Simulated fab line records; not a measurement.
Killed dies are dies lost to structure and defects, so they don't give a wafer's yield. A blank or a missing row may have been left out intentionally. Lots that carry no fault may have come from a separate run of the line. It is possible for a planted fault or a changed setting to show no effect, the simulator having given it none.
Which tool did it? | flow gf180mcu | 33 wafers from 11 lots sampled at 2 of the route's 602 steps

WHAT EACH GAUGE READ, for each wafer
GF_CONTACT_THK_MEAS_03. Usual: CONTACT_CVD_02_THK 860 nm, standard deviation 12.
lot  | measured     | on            | CONTACT_CVD_02_THK (nm) | flag
L157 | day 15 12:19 | film metro-03 | 861 870 890             |
L158 | day 16 03:05 | film metro-02 | 859 863 854             |
L162 | day 17 10:58 | film metro-02 | 871 859 856             |
L165 | day 18 11:32 | film metro-02 | 541 865 847             | OFF
L167 | day 19 05:52 | film metro-04 | 853 866 854             |
L168 | day 19 16:34 | film metro-03 | 850 869 875             |
L173 | day 21 07:23 | film metro-02 | 832 826 870             |
L174 | day 21 18:17 | film metro-03 | 858 859 877             |
L175 | day 22 00:35 | film metro-03 | 851 865 854             |
L176 | day 22 09:28 | film metro-03 | 847 851 866             |
L177 | day 22 16:40 | film metro-02 | 841 859 854             |

WHICH TOOL RAN EACH LOT (tool, then ch and the chambers of the sampled wafers, then the start)
lot  | GF_CONTACT_CVD_02
L157 | pecvd-03 ch 0,1,2, day 15 12:14
L158 | pecvd-02 ch 1,2, day 16 02:59
L162 | pecvd-02 ch 0,1,2, day 17 10:53
L165 | pecvd-03 ch 0,1, day 18 11:26
L167 | pecvd-04 ch 0,1,2, day 19 05:47
L168 | pecvd-02 ch 0,1,2, day 19 16:30
L173 | pecvd-04 ch 1,2, day 21 07:18
L174 | pecvd-03 ch 1,2, day 21 18:13
L175 | pecvd-04 ch 0,1, day 22 00:31
L176 | pecvd-04 ch 0,2, day 22 09:24
L177 | pecvd-03 ch 0,2, day 22 16:36
- GF_CONTACT_CVD_02: deposits SiO2 from TEOS, target thk 860 nm, time 95.992 s.

WHAT THE TOOLS THEMSELVES READ (means of the sampled wafers that have a number; where no wafer has one, the mark that the record gives instead)
GF_CONTACT_CVD_02. Usual: heater power w 631 W, standard deviation 120.
lot  | tool     | heater power w (W) | flag
L157 | pecvd-03 | 688                |
L158 | pecvd-02 | 636                |
L162 | pecvd-02 | 704                |
L165 | pecvd-03 | 739                |
L167 | pecvd-04 | 561                |
L168 | pecvd-02 | 718                |
L173 | pecvd-04 | 555                |
L174 | pecvd-03 | 565                |
L175 | pecvd-04 | 536                |
L176 | pecvd-04 | 574                |
L177 | pecvd-03 | 565                |

THE ANSWER, worked out from the rows above alone
Rule: a lot is off if the mean of its wafers that have a number lies more than 3 standard deviations from the usual mean. Also off: a lot with no number at a reading for which 4 or more lots have one. Any other lot the step has rows for is counted as sound. Order of review: gauges by route order, followed by the tools' own readings, for which a lot's mean as printed above is used. The first step at which some lot is off is used, and at that step the reading that is off furthest; a lot without a number counts as furthest.
Off: L165, seen at GF_CONTACT_THK_MEAS_03 (CONTACT_CVD_02_THK).
If a tool, at a process step before that reading, ran all the lots that are off and no sound lot after the first of them, it fits. Those tools and the gauges at GF_CONTACT_THK_MEAS_03 are tried in the same way. None of those tried fits.

WHAT HAD BEEN PUT IN BY THE SIMULATOR
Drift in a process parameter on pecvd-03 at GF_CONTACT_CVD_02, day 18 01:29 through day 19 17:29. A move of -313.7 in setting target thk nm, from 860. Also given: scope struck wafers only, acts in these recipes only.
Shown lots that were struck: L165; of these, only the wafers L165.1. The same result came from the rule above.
